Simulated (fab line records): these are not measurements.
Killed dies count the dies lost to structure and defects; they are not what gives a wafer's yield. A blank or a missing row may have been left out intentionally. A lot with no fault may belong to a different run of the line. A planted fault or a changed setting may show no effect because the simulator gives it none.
One fault seen from 2 desks || flow sky130 || each desk has only its own numbers; what lay behind them comes last

== METROLOGY DESK ==
What the gauges read, lot by lot, whatever tool the lot ran on: means of the sampled wafers that have a number. The brackets show how far a lot's mean lies from the usual mean; more than 4 standard deviations puts the lot out of limits, marked OUT.
Columns: A = cdNm at SKY_METAL1_CD_MEAS_15, usual 140.2 nm; B = METAL1_OVL at SKY_METAL1_OVL_MEAS_16, usual 1 nm
{"lot": "L930", "first seen here": "day 32 14:34", "A": 140.2, "B": 4}
{"lot": "L931", "first seen here": "day 32 20:43", "A": 142.0, "B": -2}
{"lot": "L932", "first seen here": "day 33 07:23", "A": 139.4, "B": 1}
{"lot": "L936", "first seen here": "day 34 22:34", "A": 138.7, "B": 6}
{"lot": "L937", "first seen here": "day 35 01:59", "A": 140.0, "B": -8}
{"lot": "L938", "first seen here": "day 35 08:37", "A": 139.6, "B": 5}
{"lot": "L939", "first seen here": "day 35 20:19", "A": 141.8, "B": -6}
{"lot": "L941", "first seen here": "day 36 05:32", "A": 140.9, "B": -2}
{"lot": "L949", "first seen here": "day 39 03:14", "A": 139.1, "B": 5}
{"lot": "L950", "first seen here": "day 39 06:00", "A": 141.2, "B": -2}
{"lot": "L951", "first seen here": "day 39 12:04", "A": 138.7, "B": 6}
{"lot": "L953", "first seen here": "day 39 20:04", "A": 142.8, "B": 1}
{"lot": "L952", "first seen here": "day 39 22:31", "A": 142.3, "B": 4}
Result from this desk: across the 13 lots, nothing is out of limits.

== AT THE TOOL OWNER'S DESK: lithoTrack-01 ==
The tool's own readings at SKY_METAL2_DEVELOP_14 (develop time 60 s): means of the sampled wafers that have a number, for each lot that ran on this tool. The brackets show how far a lot's mean lies from the usual mean; more than 4 standard deviations puts the lot out of limits, marked OUT.
Columns: A = developerTempC at SKY_METAL2_DEVELOP_14, usual 21.00 C
{"lot": "L932", "first seen here": "day 35 14:00", "A": 20.87}
{"lot": "L936", "first seen here": "day 37 05:00", "A": 21.14}
{"lot": "L938", "first seen here": "day 37 15:00", "A": 20.98}
{"lot": "L939", "first seen here": "day 38 02:00", "A": "21.71 (+5.9) OUT"}
{"lot": "L941", "first seen here": "day 38 11:00", "A": "21.85 (+7.1) OUT"}
{"lot": "L949", "first seen here": "day 41 08:00", "A": 20.99}
{"lot": "L950", "first seen here": "day 41 09:00", "A": 20.84}
Finding of this desk: L939, L941 out of limits; the first was L939 at day 38 02:00, on developerTempC at SKY_METAL2_DEVELOP_14. L932, L936, L938, L949, L950 stayed within limits.

== PUT TOGETHER ==
The tool owner's desk had the chance to raise an alarm at day 38 02:00 on L939, L941.
From the metrology desk's view, nothing was out of limits.
The metrology desk has L939, L941 on record, within its limits.
Every lot named ran SKY_METAL2_DEVELOP_14 on lithoTrack-01.

== WHAT THE SIMULATOR HAD INSERTED ==
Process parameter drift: lithoTrack-01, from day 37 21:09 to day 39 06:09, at SKY_METAL2_DEVELOP_14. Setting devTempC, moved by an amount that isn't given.
Shown lots that were struck: L939, L941.
Hours from the fault's start to each desk's first reading out of limits: the tool owner's desk, 5.
